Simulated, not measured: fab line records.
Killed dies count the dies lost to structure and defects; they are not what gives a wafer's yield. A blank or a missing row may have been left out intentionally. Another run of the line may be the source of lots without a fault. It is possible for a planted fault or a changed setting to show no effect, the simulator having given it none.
Which tool is to blame? :: flow sfq line :: Sampling: 14 lots, 42 wafers, 4 of 325 route steps

## WHAT THE GAUGES SHOWED, per wafer
SFQ_R5_RS_MEAS_933: uses a four-point probe to measure. Usual: for R5_MONX_RS the level is 7.10 ohm/sq and the standard deviation is 0.079.
lot: L129
measured: day 55 17:43
on: film metro-03
R5_MONX_RS (ohm/sq): 7.15 7.20 7.18
flag: 

lot: L130
measured: day 56 02:43
on: film metro-01
R5_MONX_RS (ohm/sq): 7.12 7.13 7.11
flag: 

lot: L131
measured: day 56 05:44
on: film metro-03
R5_MONX_RS (ohm/sq): 6.94 7.17 7.17
flag: 

lot: L132
measured: day 56 08:45
on: film metro-03
R5_MONX_RS (ohm/sq): 7.12 7.09 7.06
flag: 

lot: L134
measured: day 56 12:19
on: film metro-01
R5_MONX_RS (ohm/sq): 7.16 7.18 7.15
flag: 

lot: L137
measured: day 61 21:44
on: film metro-03
R5_MONX_RS (ohm/sq): 7.05 7.07 7.05
flag: 

lot: L140
measured: day 62 03:43
on: film metro-01
R5_MONX_RS (ohm/sq): 7.18 7.18 7.13
flag: 

lot: L141
measured: day 63 12:43
on: film metro-03
R5_MONX_RS (ohm/sq): 7.07 7.13 6.90
flag: 

lot: L144
measured: day 64 09:51
on: film metro-02
R5_MONX_RS (ohm/sq): 7.16 7.12 7.10
flag: 

lot: L148
measured: day 70 06:00
on: film metro-03
R5_MONX_RS (ohm/sq): 7.17 7.14 7.20
flag: 

lot: L149
measured: day 70 15:39
on: film metro-03
R5_MONX_RS (ohm/sq): 7.10 7.11 7.12
flag: 

lot: L150
measured: day 71 00:05
on: film metro-02
R5_MONX_RS (ohm/sq): 7.05 7.02 6.97
flag: 

lot: L151
measured: day 71 09:29
on: film metro-03
R5_MONX_RS (ohm/sq): 7.11 7.11 7.17
flag: 

lot: L152
measured: day 71 17:08
on: film metro-02
R5_MONX_RS (ohm/sq): 7.06 7.01 7.01
flag: 

## EACH LOT AND THE TOOL THAT RAN IT (in order: tool; ch and the chambers of the sampled wafers; start)
lot: L129
SFQ_TRILAYER_M3_BARC_OPEN_METAL_ETCH_100: rie metal-03 ch 0,1, day 35 20:43
SFQ_TRILAYER_M5_BARC_OPEN_METAL_ETCH_161: rie metal-03 ch 0,1, day 54 22:17
SFQ_TRILAYER_M5_STRIP_STRIP_127: rie metal-03 ch 0,1, day 54 22:32

lot: L130
SFQ_TRILAYER_M3_BARC_OPEN_METAL_ETCH_100: rie metal-02 ch 0,1, day 36 22:33
SFQ_TRILAYER_M5_BARC_OPEN_METAL_ETCH_161: rie metal-01 ch 0,1, day 55 12:14
SFQ_TRILAYER_M5_STRIP_STRIP_127: rie metal-01 ch 0,1, day 55 12:29

lot: L131
SFQ_TRILAYER_M3_BARC_OPEN_METAL_ETCH_100: rie metal-03 ch 0,1, day 36 23:45
SFQ_TRILAYER_M5_BARC_OPEN_METAL_ETCH_161: rie metal-03 ch 1, day 55 13:26
SFQ_TRILAYER_M5_STRIP_STRIP_127: rie metal-03 ch 1, day 55 13:41

lot: L132
SFQ_TRILAYER_M3_BARC_OPEN_METAL_ETCH_100: rie metal-02 ch 0,1, day 37 00:58
SFQ_TRILAYER_M5_BARC_OPEN_METAL_ETCH_161: rie metal-03 ch 0,1, day 55 15:51
SFQ_TRILAYER_M5_STRIP_STRIP_127: rie metal-03 ch 0,1, day 55 16:17

lot: L134
SFQ_TRILAYER_M3_BARC_OPEN_METAL_ETCH_100: rie metal-02 ch 0,1, day 38 19:04
SFQ_TRILAYER_M5_BARC_OPEN_METAL_ETCH_161: rie metal-02 ch 0,1, day 55 19:26
SFQ_TRILAYER_M5_STRIP_STRIP_127: rie metal-02 ch 0,1, day 55 19:41

lot: L137
SFQ_TRILAYER_M3_BARC_OPEN_METAL_ETCH_100: rie metal-02 ch 0,1, day 40 06:35
SFQ_TRILAYER_M5_BARC_OPEN_METAL_ETCH_161: rie metal-02 ch 0,1, day 61 06:05
SFQ_TRILAYER_M5_STRIP_STRIP_127: rie metal-02 ch 0,1, day 61 06:20

lot: L140
SFQ_TRILAYER_M3_BARC_OPEN_METAL_ETCH_100: rie metal-02 ch 0,1, day 41 05:25
SFQ_TRILAYER_M5_BARC_OPEN_METAL_ETCH_161: rie metal-03 ch 0,1, day 61 09:41
SFQ_TRILAYER_M5_STRIP_STRIP_127: rie metal-03 ch 0,1, day 61 09:56

lot: L141
SFQ_TRILAYER_M3_BARC_OPEN_METAL_ETCH_100: rie metal-02 ch 0,1, day 41 15:03
SFQ_TRILAYER_M5_BARC_OPEN_METAL_ETCH_161: rie metal-03 ch 0,1, day 62 13:05
SFQ_TRILAYER_M5_STRIP_STRIP_127: rie metal-03 ch 0,1, day 62 13:20

lot: L144
SFQ_TRILAYER_M3_BARC_OPEN_METAL_ETCH_100: rie metal-03 ch 0,1, day 42 22:28
SFQ_TRILAYER_M5_BARC_OPEN_METAL_ETCH_161: rie metal-02 ch 0,1, day 64 00:35
SFQ_TRILAYER_M5_STRIP_STRIP_127: rie metal-02 ch 0,1, day 64 00:50

lot: L148
SFQ_TRILAYER_M3_BARC_OPEN_METAL_ETCH_100: rie metal-02 ch 0,1, day 51 23:31
SFQ_TRILAYER_M5_BARC_OPEN_METAL_ETCH_161: rie metal-03 ch 0,1, day 70 00:25
SFQ_TRILAYER_M5_STRIP_STRIP_127: rie metal-03 ch 0,1, day 70 00:40

lot: L149
SFQ_TRILAYER_M3_BARC_OPEN_METAL_ETCH_100: rie metal-03 ch 0,1, day 52 03:07
SFQ_TRILAYER_M5_BARC_OPEN_METAL_ETCH_161: rie metal-02 ch 0,1, day 70 10:04
SFQ_TRILAYER_M5_STRIP_STRIP_127: rie metal-02 ch 0,1, day 70 10:19

lot: L150
SFQ_TRILAYER_M3_BARC_OPEN_METAL_ETCH_100: rie metal-02 ch 0,1, day 52 06:44
SFQ_TRILAYER_M5_BARC_OPEN_METAL_ETCH_161: rie metal-01 ch 0,1, day 70 18:29
SFQ_TRILAYER_M5_STRIP_STRIP_127: rie metal-01 ch 0,1, day 70 18:55

lot: L151
SFQ_TRILAYER_M3_BARC_OPEN_METAL_ETCH_100: rie metal-02 ch 0,1, day 52 09:07
SFQ_TRILAYER_M5_BARC_OPEN_METAL_ETCH_161: rie metal-01 ch 0,1, day 71 04:04
SFQ_TRILAYER_M5_STRIP_STRIP_127: rie metal-01 ch 0,1, day 71 04:19

lot: L152
SFQ_TRILAYER_M3_BARC_OPEN_METAL_ETCH_100: rie metal-04 ch 0,1, day 52 11:31
SFQ_TRILAYER_M5_BARC_OPEN_METAL_ETCH_161: rie metal-01 ch 0,1, day 71 11:43
SFQ_TRILAYER_M5_STRIP_STRIP_127: rie metal-01 ch 0,1, day 71 11:58
- SFQ_TRILAYER_M3_BARC_OPEN_METAL_ETCH_100: etches BARC in O2, target depth 125 nm, time 41.7 s.
- SFQ_TRILAYER_M5_BARC_OPEN_METAL_ETCH_161: etches BARC in O2, target depth 125 nm, time 41.7 s.
- SFQ_TRILAYER_M5_STRIP_STRIP_127: strips in O2.

## WHAT THE TOOLS THEMSELVES READ (means of the sampled wafers that have a number; where no wafer has one, the mark that the record gives instead)
SFQ_TRILAYER_M3_BARC_OPEN_METAL_ETCH_100. Usual: drypump motor current A 5.58 A, standard deviation 0.28; oes product au 0.685 a.u., standard deviation 0.0043; rf fwd power W 593 W, standard deviation 3.5.
lot: L129
tool: rie metal-03
drypump motor current A (A): 5.23
oes product au (a.u.): 0.687
rf fwd power W (W): 595
flag: 

lot: L130
tool: rie metal-02
drypump motor current A (A): 5.82
oes product au (a.u.): 0.687
rf fwd power W (W): 593
flag: 

lot: L131
tool: rie metal-03
drypump motor current A (A): 5.23
oes product au (a.u.): 0.684
rf fwd power W (W): 596
flag: 

lot: L132
tool: rie metal-02
drypump motor current A (A): 5.71
oes product au (a.u.): 0.682
rf fwd power W (W): 590
flag: 

lot: L134
tool: rie metal-02
drypump motor current A (A): 5.80
oes product au (a.u.): 0.685
rf fwd power W (W): 595
flag: 

lot: L137
tool: rie metal-02
drypump motor current A (A): 5.80
oes product au (a.u.): 0.686
rf fwd power W (W): 594
flag: 

lot: L140
tool: rie metal-02
drypump motor current A (A): 5.80
oes product au (a.u.): 0.687
rf fwd power W (W): 593
flag: 

lot: L141
tool: rie metal-02
drypump motor current A (A): 5.82
oes product au (a.u.): 0.685
rf fwd power W (W): 595
flag: 

lot: L144
tool: rie metal-03
drypump motor current A (A): 5.44
oes product au (a.u.): 0.681
rf fwd power W (W): 595
flag: 

lot: L148
tool: rie metal-02
drypump motor current A (A): 5.80
oes product au (a.u.): 0.684
rf fwd power W (W): 592
flag: 

lot: L149
tool: rie metal-03
drypump motor current A (A): 5.23
oes product au (a.u.): 0.687
rf fwd power W (W): 593
flag: 

lot: L150
tool: rie metal-02
drypump motor current A (A): 5.72
oes product au (a.u.): 0.687
rf fwd power W (W): 592
flag: 

lot: L151
tool: rie metal-02
drypump motor current A (A): 5.73
oes product au (a.u.): 0.683
rf fwd power W (W): 591
flag: 

lot: L152
tool: rie metal-04
drypump motor current A (A): 5.31
oes product au (a.u.): 0.683
rf fwd power W (W): 594
flag: 

SFQ_TRILAYER_M5_BARC_OPEN_METAL_ETCH_161. Usual: drypump motor current A 5.5 A, standard deviation 0.37; oes product au 0.685 a.u., standard deviation 0.0048; rf fwd power W 594.0 W, standard deviation 2.7.
lot: L129
tool: rie metal-03
drypump motor current A (A): 5.5
oes product au (a.u.): 0.690
rf fwd power W (W): 593.6
flag: 

lot: L130
tool: rie metal-01
drypump motor current A (A): 5.6
oes product au (a.u.): 0.689
rf fwd power W (W): 593.5
flag: 

lot: L131
tool: rie metal-03
drypump motor current A (A): 5.7
oes product au (a.u.): 0.686
rf fwd power W (W): 595.6
flag: 

lot: L132
tool: rie metal-03
drypump motor current A (A): 5.5
oes product au (a.u.): 0.683
rf fwd power W (W): 595.2
flag: 

lot: L134
tool: rie metal-02
drypump motor current A (A): 5.8
oes product au (a.u.): 0.687
rf fwd power W (W): 593.8
flag: 

lot: L137
tool: rie metal-02
drypump motor current A (A): 5.8
oes product au (a.u.): 0.683
rf fwd power W (W): 595.9
flag: 

lot: L140
tool: rie metal-03
drypump motor current A (A): 5.2
oes product au (a.u.): 0.685
rf fwd power W (W): 754.8
flag: OFF

lot: L141
tool: rie metal-03
drypump motor current A (A): 5.5
oes product au (a.u.): 0.684
rf fwd power W (W): 675.5
flag: OFF

lot: L144
tool: rie metal-02
drypump motor current A (A): 5.7
oes product au (a.u.): 0.685
rf fwd power W (W): 589.5
flag: 

lot: L148
tool: rie metal-03
drypump motor current A (A): 5.2
oes product au (a.u.): 0.686
rf fwd power W (W): 595.4
flag: 

lot: L149
tool: rie metal-02
drypump motor current A (A): 5.7
oes product au (a.u.): 0.683
rf fwd power W (W): 590.6
flag: 

lot: L150
tool: rie metal-01
drypump motor current A (A): 5.6
oes product au (a.u.): 0.682
rf fwd power W (W): 593.5
flag: 

lot: L151
tool: rie metal-01
drypump motor current A (A): 5.6
oes product au (a.u.): 0.682
rf fwd power W (W): 594.3
flag: 

lot: L152
tool: rie metal-01
drypump motor current A (A): 5.8
oes product au (a.u.): 0.682
rf fwd power W (W): 593.9
flag: 

SFQ_TRILAYER_M5_STRIP_STRIP_127. Usual: drypump motor current A 5.5 A, standard deviation 0.37; oes product au 0.993 a.u., standard deviation 0.016.
lot: L129
tool: rie metal-03
drypump motor current A (A): 5.5
oes product au (a.u.): 0.994
flag: 

lot: L130
tool: rie metal-01
drypump motor current A (A): 5.6
oes product au (a.u.): 0.990
flag: 

lot: L131
tool: rie metal-03
drypump motor current A (A): 5.7
oes product au (a.u.): 0.988
flag: 

lot: L132
tool: rie metal-03
drypump motor current A (A): 5.5
oes product au (a.u.): 0.988
flag: 

lot: L134
tool: rie metal-02
drypump motor current A (A): 5.8
oes product au (a.u.): 1.002
flag: 

lot: L137
tool: rie metal-02
drypump motor current A (A): 5.8
oes product au (a.u.): 0.996
flag: 

lot: L140
tool: rie metal-03
drypump motor current A (A): 5.2
oes product au (a.u.): 1.008
flag: 

lot: L141
tool: rie metal-03
drypump motor current A (A): 5.5
oes product au (a.u.): 0.982
flag: 

lot: L144
tool: rie metal-02
drypump motor current A (A): 5.7
oes product au (a.u.): 0.996
flag: 

lot: L148
tool: rie metal-03
drypump motor current A (A): 5.2
oes product au (a.u.): 1.007
flag: 

lot: L149
tool: rie metal-02
drypump motor current A (A): 5.8
oes product au (a.u.): 1.002
flag: 

lot: L150
tool: rie metal-01
drypump motor current A (A): 5.6
oes product au (a.u.): 0.981
flag: 

lot: L151
tool: rie metal-01
drypump motor current A (A): 5.6
oes product au (a.u.): 0.979
flag: 

lot: L152
tool: rie metal-01
drypump motor current A (A): 5.8
oes product au (a.u.): 0.982
flag: 

## THE ANSWER, worked out from the rows above alone
Rule: a lot is off if the mean of its wafers that have a number lies more than 3 standard deviations from the usual mean. A lot without any number at a reading at which 4 lots or more have one is off too. Any other lot the step has rows for is counted as sound. The gauges are gone through in route order, then the tools' own readings, and for those a lot's mean is taken as printed above. The first step at which some lot is off is used, and at that step the reading that is off furthest; a lot without a number counts as furthest.
Off: L140, L141, at SFQ_TRILAYER_M5_BARC_OPEN_METAL_ETCH_161 (rf fwd power W).
If a tool, at that step or one of the process steps before it, ran each lot that is off and ran no sound lot following the first of them, it fits. Not one of the candidates tried fits.

## WHAT THE SIMULATOR HAD PUT IN
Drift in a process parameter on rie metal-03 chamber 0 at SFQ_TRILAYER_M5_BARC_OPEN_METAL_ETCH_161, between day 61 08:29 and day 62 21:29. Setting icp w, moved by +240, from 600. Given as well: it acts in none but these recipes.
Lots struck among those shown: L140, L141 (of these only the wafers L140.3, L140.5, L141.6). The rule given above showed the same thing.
